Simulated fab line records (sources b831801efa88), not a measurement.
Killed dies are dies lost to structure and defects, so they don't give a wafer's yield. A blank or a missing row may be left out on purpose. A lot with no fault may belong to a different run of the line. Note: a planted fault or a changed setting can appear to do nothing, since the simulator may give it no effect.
2 desks looking at one fault | flow gf180mcu | each desk holds nothing but its own numbers, with what lay behind them at the end

## TOOL OWNER'S DESK, plasma-asher-02
The tool's own readings at GF_DNWELL_STRIP_08 (strips in O2/N2): means of the sampled wafers that have a number, for each lot that ran on this tool. If a lot's mean is further than 4 standard deviations from the usual mean, the lot is out of limits and carries the mark OUT (the distance appears in the brackets).
Columns: A = drypump-motor-current-A at GF_DNWELL_STRIP_08, usual 5.7 A; B = heater-power-w at GF_DNWELL_STRIP_08, usual 335 W; C = oes-product-au at GF_DNWELL_STRIP_08, usual 0.722 a.u.; D = strip-time-to-endpoint-s at GF_DNWELL_STRIP_08, usual 36.97 s
lot  | first seen here | A   | B   | C     | D
L853 | day 3 07:34     | 5.5 | 349 | 0.719 | 36.89
L863 | day 5 16:53     | 5.8 | 330 | 0.721 | 37.04
L871 | day 7 09:13     | 5.7 | 329 | 0.722 | 37.00
Result from this desk: across the 3 lots, nothing is out of limits.

## THE METROLOGY DESK
Lot by lot, what the gauges showed, no matter which tool ran the lot: averages of those sampled wafers that carry a number. If a lot's mean is further than 4 standard deviations from the usual mean, the lot is out of limits and carries the mark OUT (the distance appears in the brackets).
Columns: A = TOP_METAL_OVL at GF_TOP_METAL_OVL_MEAS_15, usual 0.2 nm
lot  | first seen here | A
L853 | day 28 11:37    | 0.8
L854 | day 28 20:38    | 1.6
L855 | day 28 21:13    | 1.3
L856 | day 29 09:43    | -0.1
L858 | day 30 08:29    | -0.4
L859 | day 30 18:17    | 1.2
L860 | day 30 22:31    | 2.1
L852 | day 31 04:19    | 1.6
L863 | day 31 22:05    | 0.4
L866 | day 33 00:55    | 1.0
L870 | day 33 13:01    | 1.1
L871 | day 33 15:46    | -0.3
L873 | day 34 03:55    | 0.5
Result from this desk: across the 13 lots, nothing is out of limits.

## ALL TOGETHER
Nothing out of limits was seen by the tool owner's desk.
At the metrology desk, nothing out of limits was observed.

## WHAT THE SIMULATOR PUT IN
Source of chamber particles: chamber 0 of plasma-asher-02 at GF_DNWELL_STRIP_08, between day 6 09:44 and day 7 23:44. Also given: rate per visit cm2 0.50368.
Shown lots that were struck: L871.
